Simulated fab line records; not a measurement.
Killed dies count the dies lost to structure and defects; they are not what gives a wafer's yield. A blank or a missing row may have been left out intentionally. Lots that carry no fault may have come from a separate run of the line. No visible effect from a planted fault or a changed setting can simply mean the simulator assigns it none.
Which tool did it? -- flow gf180mcu -- 13 lots, 39 wafers sampled, at 2 steps of a route of 602

WHAT THE GAUGES READ, wafer by wafer
GF_VT_IMPLANT_RS_MEAS_49: measures by four-point-probe.
lot,measured,on,MVPSD_RS (ohm/sq)
L703,day 8 10:13,film_metro-03,1166.5 1172.8 1169.5
L704,day 8 20:53,film_metro-02,1167.8 1166.7 1165.2
L707,day 9 11:23,film_metro-01,1165.0 1165.6 1167.4
L710,day 9 22:41,film_metro-01,1172.4 1173.7 1171.7
L709,day 10 00:54,film_metro-02,1168.4 1167.5 1169.3
L711,day 10 02:22,film_metro-02,1173.6 1176.0 1171.6
L712,day 10 09:31,film_metro-02,1173.2 1171.0 1169.8
L713,day 10 15:34,film_metro-02,1170.5 1169.3 1168.9
L715,day 11 04:11,film_metro-02,1168.8 1169.5 1170.7
L717,day 11 17:06,film_metro-02,1170.8 1169.3 1169.5
L718,day 11 23:52,film_metro-01,1213.4 1215.7 1211.7
L719,day 12 04:14,film_metro-02,1169.4 1167.1 1167.1
L720,day 12 08:54,film_metro-02,1209.6 1211.9 1213.0

WHICH TOOL RAN EACH LOT (tool, then ch and the chambers of the sampled wafers, then the start)
lot,GF_MVPSD_IMPLANT_09
L703,"implanter-02 ch 0, day 5 19:33"
L704,"implanter-04 ch 0, day 6 05:20"
L707,"implanter-02 ch 0, day 6 19:03"
L710,"implanter-01 ch 0, day 7 05:17"
L709,"implanter-04 ch 0, day 7 06:11"
L711,"implanter-01 ch 0, day 7 08:26"
L712,"implanter-04 ch 0, day 7 14:53"
L713,"implanter-01 ch 0, day 7 20:12"
L715,"implanter-04 ch 0, day 8 07:39"
L717,"implanter-02 ch 0, day 8 17:16"
L718,"implanter-04 ch 0, day 9 00:24"
L719,"implanter-02 ch 0, day 9 03:44"
L720,"implanter-04 ch 0, day 9 09:02"
- GF_MVPSD_IMPLANT_09

AS READ BY THE TOOLS THEMSELVES (means over the sampled wafers that have a number; for cases with no such wafer, the mark the record gives instead)
GF_MVPSD_IMPLANT_09.
lot,tool,beam_on_s (s),faraday_current_uA
L703,implanter-02,9.98,28.3
L704,implanter-04,9.97,28.3
L707,implanter-02,9.95,28.4
L710,implanter-01,10.13,27.9
L709,implanter-04,10.01,28.2
L711,implanter-01,9.93,28.4
L712,implanter-04,10.31,27.4
L713,implanter-01,9.57,29.4
L715,implanter-04,9.98,28.3
L717,implanter-02,9.93,28.3
L718,implanter-04,7.90,35.7
L719,implanter-02,9.95,28.3
L720,implanter-04,8.03,35.0

THE ANSWER, worked out from the rows above alone
Rule: the usual values come from the lots themselves. Put in order of their means at a reading, lots are off if they are a third of the lots or fewer, leave a main group of 4 or more, and stand apart from it by a gap of 3 or more times the standard deviation of the main group's means; of several such gaps the widest counts. The tables above print the reading to a certain number of digits; a main group whose means all agree to those digits is not used. Also off: a lot with no number at a reading for which 4 or more lots have one. Where the step has rows for the other lots, those lots are counted as sound. First the gauges in route order, then the tools' own readings, where a lot's mean is used as printed above. At the first step where some lot is off, the reading lying furthest off is the one used; lots without a number count as furthest.
Off: L718, L720, seen at GF_VT_IMPLANT_RS_MEAS_49 (MVPSD_RS). For the main group the mean is 1169.6 ohm/sq and the standard deviation 2.3.
If a tool, at a process step before that reading, ran all the lots that are off and no sound lot after the first of them, it fits. Not tried: the gauges at GF_VT_IMPLANT_RS_MEAS_49; whatever is off there is also off at GF_MVPSD_IMPLANT_09, on other tools, and gauge error can't account for it. One fits: implanter-04 at GF_MVPSD_IMPLANT_09. Its last sound lot is L715 (day 8 07:39), its first lot that is off L718 (day 9 00:24): a fault that began between those two fits.
The tool's own readings at GF_MVPSD_IMPLANT_09 bear it out: on the lots that are off they differ by more than 5 times the standard deviation of the sound lots' means. beam_on_s reads 7.96 s there against 9.97 s on the sound lots; faraday_current_uA reads 35.4 there against 28.3 on the sound lots.

WHAT THE SIMULATOR PUT IN
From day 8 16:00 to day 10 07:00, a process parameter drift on implanter-04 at GF_MVPSD_IMPLANT_09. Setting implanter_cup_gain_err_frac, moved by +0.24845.
Shown lots that were struck: L718, L720. The rule given above showed the same thing.
